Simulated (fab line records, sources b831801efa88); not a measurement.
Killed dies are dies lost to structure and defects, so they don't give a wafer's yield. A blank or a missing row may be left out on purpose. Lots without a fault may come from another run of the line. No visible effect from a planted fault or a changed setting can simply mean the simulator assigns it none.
fab line records	flow sky130
[record] lots = 6	wafers = 18	lastDay = 50
route steps=708 shown VIA1@467 METAL2@483
lots that met no fault: from a run of the same line without faults
startH: start of the lot's first displayed wafer, in hours after the record's first day	waitH: hours elapsed since this lot's preceding step	" the same as in the row above	L1.1+2: a single row standing in for several wafers	- no value present, or no start provided	* or withheld: withheld	< > ~ a bound
route shown NAME@n: names a module that has steps shown in the file, with the first one's number in the route	usual: the fault-free wafers' mean and standard deviation	same: alike in all rows	chamber/n: place in a boat	sites: readings site by site	_std_site: their standard deviation	_edge_site: inner sites' mean taken away from outer sites' mean	radiusMm: for every site, how far away it sits from the centre of the wafer	mask NAME#n: copy n	behind: the tool/chamber that last shaped the wafer	hold: why the lot was held/for how many hours/how that ended	device: whichever transistor did not switch (one of n, p or np)	end of line: the same wafers' tests at the end of the route	where a step has no rows: the recipe by itself	killed: count of dies lost to structure and defects at first sort (not the wafer's yield)	map: per-die view of a wafer (x killed, . not killed, _ where there is no die)
set.NAME: the setting as run; set.NAME@STEP: as run at that earlier step	model.NAME: the simulator's own value behind a step, which no gauge read
a table for each step, a row for each wafer; lots at some steps of the route
services: a tool's chamber out of use, with start hour (startH, from the record's first day; less than 0 if before it), hours out, and reason
[[steps]]
[step SKY_VIA1_EXPOSE_09]
[recipe] maskId = VIM	na = 0.8	sourceShape = annular	sigmaInner = 0.55	sigmaOuter = 0.85	targetCdNm = 150	doseMj = 38
[step SKY_VIA1_PEB_10]
[recipe] pebTempC = withheld	pebTimeS = withheld	resist = KrF-thick
[step SKY_VIA1_DEVELOP_11]
[recipe] developTimeS = 60	resist = KrF-thick	devTempC = 21
[step SKY_VIA1_CD_MEAS_12]
[recipe] targetCdNm = 150
[usual] cdNm = 149.4/1.7
lot.wafer	tool	chamber	startH	waitH	cdNm
L313.1	cdSem-02	-	858.50	-	148.2
L313.4	"	-	"	"	148.5
L313.6	"	-	"	"	149.4
L314.1	cdSem-01	-	866.90	-	149.2
L314.3	"	-	"	"	148.8
L314.5	"	-	"	"	149.8
L321.2	cdSem-01	-	914.38	-	148.5
L321.4	"	-	"	"	150.1
L321.5	"	-	"	"	149.2
L323.2	cdSem-01	-	941.92	-	147.1
L323.3	"	-	"	"	148.6
L323.6	"	-	"	"	147.7
L325.2	cdSem-01	-	954.94	-	151.0
L325.3	"	-	"	"	150.5
L325.6	"	-	"	"	150.9
L326.1	cdSem-02	-	960.02	-	152.4
L326.3	"	-	"	"	150.6
L326.4	"	-	"	"	153.1
[step SKY_VIA1_OVL_MEAS_13]
[usual] VIA1_OVL = 3/4.8
lot.wafer	tool	chamber	startH	waitH	VIA1_OVL[nm]
L313.1	overlay-02	-	858.62	0.1	3
L313.4	"	-	"	"	3
L313.6	"	-	"	"	-6
L314.1	overlay-02	-	867.02	0.1	6
L314.3	"	-	"	"	6
L314.5	"	-	"	"	7
L321.2	overlay-02	-	914.49	0.1	3
L321.4	"	-	"	"	14
L321.5	"	-	"	"	6
L323.2	overlay-01	-	942.02	0.1	7
L323.3	"	-	"	"	6
L323.6	"	-	"	"	4
L325.2	overlay-02	-	955.05	0.1	-1
L325.3	"	-	"	"	-3
L325.6	"	-	"	"	2
L326.1	overlay-02	-	960.14	0.1	1
L326.3	"	-	"	"	-2
L326.4	"	-	"	"	4
[step SKY_VIA1_ETCH_14]
[recipe] chemistry = N2/H2	target = BARC	ionEnergyEv = 200	sourceW = 500	biasW = 100	pressureMtorr = 30	n2FlowSccm = 100	h2FlowSccm = 200	stopOn = SiO2	timeS = 45.9	targetDepthA = 600
[usual] drypumpMotorCurrentA = 5.7/0.46	oesProductAu = 0.854/0.0044	throttleValvePct = 13.225/0.0092
lot.wafer	tool	chamber	startH	waitH	drypumpMotorCurrentA	oesProductAu	rfHoursCounterH	throttleValvePct
L313.1	rieDiel-04	2	858.65	0.0	6.2	0.852	3	13.229
L313.4	"	3	"	"	5.8	0.847	12	13.230
L313.6	"	0	"	"	6.4	0.853	-	13.212
L314.1	rieDiel-01	3	867.05	0.0	5.5	0.850	20	13.233
L314.3	"	0	"	"	5.3	0.859	16	13.221
L314.5	"	1	"	"	5.5	0.865	-	13.205
L321.2	rieDiel-04	2	914.52	0.0	6.2	0.861	5	13.226
L321.4	"	3	"	"	5.8	0.866	14	13.211
L321.5	"	2	"	"	6.2	0.850	-	13.228
L323.2	rieDiel-03	3	942.05	0.0	5.8	0.854	16	13.229
L323.3	"	2	"	"	5.7	0.854	7	13.229
L323.6	"	0	"	"	6.0	0.858	-	13.223
L325.2	rieDiel-01	3	955.08	0.0	5.5	0.855	23	13.211
L325.3	"	1	"	"	5.5	0.849	20	13.220
L325.6	"	1	"	"	5.5	0.850	-	13.250
L326.1	rieDiel-04	2	960.18	0.0	6.2	0.850	7	13.237
L326.3	"	3	"	"	5.8	0.849	15	13.239
L326.4	"	3	"	"	5.8	0.855	-	13.239
[step SKY_VIA1_ETCH_15]
[recipe] target = SiO2	chemistry = C4F8/O2/Ar	targetDepthNm = 351	stopOn = TiN	maskMaterial = KrF-thick	sourceW = 1500	biasW = 1200	pressureMtorr = 40	c4f8FlowSccm = withheld	O2_flow_sccm = 6	Ar_flow_sccm = 300	timeS = 54
[usual] oesProductAu = 0.980/0.0065
lot.wafer	tool	chamber	startH	waitH	oesProductAu	rfHoursCounterH
L313.1	rieDiel-04	2	858.70	0.0	0.992	3
L313.4	"	3	"	"	0.990	12
L313.6	"	0	"	"	0.960	-
L314.1	rieDiel-01	3	867.10	0.0	0.980	20
L314.3	"	0	"	"	0.983	16
L314.5	"	1	"	"	0.979	-
L321.2	rieDiel-04	2	914.56	0.0	0.990	5
L321.4	"	3	"	"	0.978	14
L321.5	"	2	"	"	0.979	-
L323.2	rieDiel-03	3	942.10	0.0	0.981	16
L323.3	"	2	"	"	0.986	7
L323.6	"	0	"	"	0.988	-
L325.2	rieDiel-01	3	955.12	0.0	0.984	23
L325.3	"	1	"	"	0.977	20
L325.6	"	1	"	"	0.976	-
L326.1	rieDiel-04	2	960.22	0.0	0.979	7
L326.3	"	3	"	"	0.990	15
L326.4	"	3	"	"	0.983	-
[step SKY_VIA1_STRIP_16]
[recipe] chemistry = O2/N2	powerW = 1400	pressureMtorr = 1500	platenTempC = withheld	o2FlowSccm = 3000	n2FlowSccm = 300	overashFraction = 0.5
[usual] drypumpMotorCurrentA = 5.3/0.32	o2FlowSccm = 3001/9.2	oesProductAu = 0.416/0.0048	stripTimeToEndpointS = 4.475/0.023
lot.wafer	tool	chamber	startH	waitH	drypumpMotorCurrentA	o2FlowSccm	oesProductAu	rfHoursCounterH	stripTimeToEndpointS
L313.1	plasmaAsher-03	0	858.74	0.0	5.4	2996	0.419	11	4.458
L313.4	"	0	"	"	5.4	3007	0.417	-	4.484
L313.6	"	1	"	"	5.4	3017	0.421	-	4.513
L314.1	plasmaAsher-03	0	867.14	0.0	5.4	2988	0.417	12	4.502
L314.3	"	0	"	"	5.4	2990	0.405	-	4.476
L314.5	"	0	"	"	5.4	2993	0.419	-	4.482
L321.2	plasmaAsher-01	0	914.61	0.0	5.6	2987	0.418	115	4.444
L321.4	"	1	"	"	5.0	3010	0.405	-	4.449
L321.5	"	0	"	"	5.7	3008	0.422	-	4.445
L323.2	plasmaAsher-01	1	942.14	0.0	5.0	3004	0.414	118	4.447
L323.3	"	1	"	"	5.0	3007	0.414	-	4.432
L323.6	"	0	"	"	5.7	2994	0.419	-	4.465
L325.2	plasmaAsher-04	0	955.17	0.0	4.7	2996	0.417	52	4.510
L325.3	"	1	"	"	5.8	3008	0.416	-	4.503
L325.6	"	0	"	"	4.7	2992	0.422	-	4.497
L326.1	plasmaAsher-03	0	960.27	0.0	5.4	2999	0.410	21	4.467
L326.3	"	0	"	"	5.4	2995	0.409	-	4.457
L326.4	"	1	"	"	5.4	3017	0.409	-	4.467
[step SKY_VIA1_STRIP_17]
[recipe] chemistry = postEtchResidueRemover	timeS = 1200	tempC = 72.5
[step SKY_VIA1_CLEAN_18]
[recipe] chemistry = IPA	timeS = 180	tempC = 25
[step SKY_VIA1_CLEAN_19]
[recipe] chemistry = O3/DIW	dry = n2Spin
[step SKY_VIA1_SPUTTER_20]
[recipe] material = TiN	targetThkNm = 20	chamberPressurePa = 5	powerW = 4000	timeS = 80
[usual] chamberPressurePa = 4.999/0.0096	throttleValvePct = 29.9/1.1
lot.wafer	tool	chamber	startH	waitH	chamberPressurePa	throttleValvePct
L313.1	pvdSputter-01	-	859.33	0.0	5.005	28.2
L313.4	"	-	"	"	4.997	28.8
L313.6	"	-	"	"	5.001	29.0
L314.1	pvdSputter-01	-	867.74	0.0	5.004	28.1
L314.3	"	-	"	"	4.993	28.7
L314.5	"	-	"	"	4.986	28.2
L321.2	pvdSputter-04	-	915.25	0.0	4.988	30.7
L321.4	"	-	"	"	4.997	31.8
L321.5	"	-	"	"	4.983	29.6
L323.2	pvdSputter-01	-	942.77	0.0	4.991	28.3
L323.3	"	-	"	"	5.013	28.9
L323.6	"	-	"	"	5.008	28.5
L325.2	pvdSputter-02	-	955.76	0.0	4.986	31.7
L325.3	"	-	"	"	4.994	29.7
L325.6	"	-	"	"	4.987	29.8
L326.1	pvdSputter-04	-	960.86	0.0	4.986	32.1
L326.3	"	-	"	"	4.994	30.7
L326.4	"	-	"	"	5.020	30.1
[step SKY_VIA1_CVD_21]
[recipe] material = W	targetThkNm = 270	timeS = 80.902	tempC = 400	pressureTorr = 40
[usual] heaterPowerW = 867/74
lot.wafer	tool	chamber	startH	waitH	heaterPowerW	model.W_of_VIA1_CVD_21.thkNm
L313.1	cvdW-01	0	859.40	0.0	885	367.3
L313.4	"	1	"	"	754	364.6
L313.6	"	0	"	"	903	365.6
L314.1	cvdW-01	1	867.80	0.0	766	361.1
L314.3	"	1	"	"	779	359.6
L314.5	"	1	"	"	747	360.8
L321.2	cvdW-02	1	915.31	0.0	956	268.5
L321.4	"	1	"	"	985	267.1
L321.5	"	0	"	"	852	266.6
L323.2	cvdW-01	0	942.83	0.0	854	263.9
L323.3	"	1	"	"	768	268.3
L323.6	"	1	"	"	751	267.5
L325.2	cvdW-01	0	955.82	0.0	871	268.1
L325.3	"	0	"	"	866	268.2
L325.6	"	0	"	"	887	270
L326.1	cvdW-01	1	960.92	0.0	757	262.8
L326.3	"	1	"	"	751	266.6
L326.4	"	0	"	"	879	265.6
[step SKY_VIA1_RS_MEAS_22]
[recipe] thkMeasGauge = four-point-probe	reads = W_of_VIA1_CVD_21+TiN_of_VIA1_SPUTTER_20
[usual] VIA1_W_RS = 0.431/0.0042
lot.wafer	tool	chamber	startH	waitH	VIA1_W_RS[ohm/sq]
L313.1	filmMetro-02	-	859.49	0.1	0.312
L313.4	"	-	"	"	0.315
L313.6	"	-	"	"	0.313
L314.1	filmMetro-02	-	867.89	0.1	0.317
L314.3	"	-	"	"	0.319
L314.5	"	-	"	"	0.319
L321.2	filmMetro-02	-	915.42	0.1	0.429
L321.4	"	-	"	"	0.431
L321.5	"	-	"	"	0.433
L323.2	filmMetro-04	-	942.95	0.1	0.437
L323.3	"	-	"	"	0.430
L323.6	"	-	"	"	0.431
L325.2	filmMetro-02	-	955.93	0.1	0.430
L325.3	"	-	"	"	0.429
L325.6	"	-	"	"	0.426
L326.1	filmMetro-01	-	961.01	0.1	0.439
L326.3	"	-	"	"	0.433
L326.4	"	-	"	"	0.434
[step SKY_VIA1_THK_MEAS_23]
[recipe] thkMeasGauge = xrf	reads = W_of_VIA1_CVD_21
[usual] VIA1_W_THK = 271/3.1
lot.wafer	tool	chamber	startH	waitH	VIA1_W_THK[nm]
L313.1	filmMetro-02	-	859.61	0.1	374
L313.4	"	-	"	"	368
L313.6	"	-	"	"	372
L314.1	filmMetro-02	-	868.01	0.1	368
L314.3	"	-	"	"	369
L314.5	"	-	"	"	369
L321.2	filmMetro-02	-	915.53	0.1	274
L321.4	"	-	"	"	274
L321.5	"	-	"	"	272
L323.2	filmMetro-04	-	943.06	0.1	268
L323.3	"	-	"	"	272
L323.6	"	-	"	"	272
L325.2	filmMetro-02	-	956.04	0.1	275
L325.3	"	-	"	"	272
L325.6	"	-	"	"	275
L326.1	filmMetro-01	-	961.13	0.1	266
L326.3	"	-	"	"	269
L326.4	"	-	"	"	268
[step SKY_VIA1_CMP_24]
[recipe] stopOn = SiO2	tOverpolishS = 15	downForcePsi = 3.5	platenRpm = 60	targetThkNm = 0	padVelocityMS = 0.94248
[usual] motorCurrentA = 11.7/1	slurryFilterDpKPa = 13.50/0.14	timeToEndpointS = 65/3.1
lot.wafer	tool	chamber	startH	waitH	motorCurrentA	slurryFilterDpKPa	timeToEndpointS
L313.1	cmp-01	2	859.67	0.1	10.8	13.50	88
L313.4	"	1	"	"	12.9	13.75	93
L313.6	"	2	"	"	11.4	13.54	86
L314.3	cmp-01	0	868.12	0.1	13.7	13.49	92
L314.1	"	2	"	"	11.1	13.69	85
L314.5	"	3	"	"	10.9	13.60	89
L321.2	cmp-01	0	915.60	0.1	12.6	13.30	66
L321.4	"	2	"	"	11.2	13.70	62
L321.5	"	1	"	"	13.0	13.53	67
L323.2	cmp-02	1	943.11	0.0	12.9	13.12	63
L323.3	"	3	"	"	10.4	13.64	70
L323.6	"	1	"	"	12.2	13.69	67
L325.2	cmp-01	1	956.09	0.0	13.1	13.36	67
L325.3	"	2	"	"	11.5	13.58	59
L325.6	"	2	"	"	11.6	13.73	60
L326.3	cmp-02	1	961.24	0.1	13.0	13.47	63
L326.1	"	2	"	"	12.2	13.66	63
L326.4	"	3	"	"	10.5	13.71	71
[step SKY_METAL2_SPUTTER_00]
[recipe] material = Ti	targetThkNm = 15	powerW = 3000	timeS = 10	chamberPressurePa = 0.4
[usual] chamberPressurePa = 0.4000/0.00072	throttleValvePct = 29.6/0.82
lot.wafer	tool	chamber	startH	waitH	chamberPressurePa	throttleValvePct
L313.1	pvdSputter-02	-	859.97	0.2	0.4007	29.3
L313.4	"	-	"	"	0.4002	31.5
L313.6	"	-	"	"	0.4001	29.0
L314.1	pvdSputter-02	-	868.37	0.1	0.4004	29.1
L314.3	"	-	"	"	0.3997	28.9
L314.5	"	-	"	"	0.4013	29.5
L321.2	pvdSputter-03	-	915.90	0.2	0.4007	29.2
L321.4	"	-	"	"	0.4006	29.3
L321.5	"	-	"	"	0.4013	29.4
L323.2	pvdSputter-03	-	943.41	0.2	0.4010	29.5
L323.3	"	-	"	"	0.3999	29.2
L323.6	"	-	"	"	0.3988	29.2
L325.2	pvdSputter-03	-	956.39	0.2	0.3987	29.5
L325.3	"	-	"	"	0.4007	29.1
L325.6	"	-	"	"	0.3999	29.8
L326.1	pvdSputter-03	-	961.49	0.1	0.4006	29.4
L326.3	"	-	"	"	0.4009	30.1
L326.4	"	-	"	"	0.3995	29.2
[[services]]
tool	chamber	startH	hours	kind
rieDiel-04	3	839.37	5.7	repair
cvdW-02	1	851.96	3.1	repair
plasmaAsher-03	-	855.42	2.8	pm
rieDiel-03	2	865.34	3.5	repair
cmp-02	-	865.42	4.4	repair
pvdSputter-04	-	865.95	3.0	repair
plasmaAsher-04	-	869.92	5.3	repair
pvdSputter-01	-	870.55	4.3	repair
cmp-02	-	874.84	6.2	pm
plasmaAsher-03	-	892.76	7.6	repair
cvdW-01	-	904.00	14.0	pm
cvdW-01	0	904.00	14.0	ventCycle
cvdW-01	1	904.07	4.9	repair
rieDiel-03	1	906.54	17.6	repair
cmp-02	-	912.00	4.0	pm
cmp-02	-	919.53	13.5	pm
rieDiel-01	1	922.30	16.1	repair
rieDiel-01	-	931.00	1.1	repair
cmp-02	-	946.90	0.6	repair
cmp-02	-	949.29	3.5	repair
rieDiel-04	0	951.38	-	clean
rieDiel-04	0	951.38	19.6	scheduledDown
rieDiel-04	0	951.38	19.6	ventCycle
cvdW-02	-	961.01	2.8	pm
[[key]]
[firstSign] step = SKY_VIA1_RS_MEAS_22	reading = VIA1_W_RS	direction = down	sigmas = 28	usual = 0.431	struck = 0.316
[effect] step = SKY_VIA1_THK_MEAS_23	reading = VIA1_W_THK	direction = up	sigmas = 32	usual = 271	struck = 370
[effect] step = SKY_VIA1_CMP_24	reading = timeToEndpointS	direction = up	sigmas = 7.7	usual = *	struck = *
[modelEffect] step = SKY_VIA1_CVD_21	value = W_of_VIA1_CVD_21.thkNm	without = 266.9	struck = 363.2
metAt SKY_VIA1_CVD_21
struckWafers L313.1,L313.4,L313.6,L314.1,L314.3,L314.5
[fault] kind = processParameterDrift	tool = cvdW-01	chamber = -	onsetH = 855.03	steps = SKY_VIA1_CVD_21	channel = targetThkNm	offset = 96.288	shape = step	endH = 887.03	actsIn = theseRecipesOnly	stated = 270
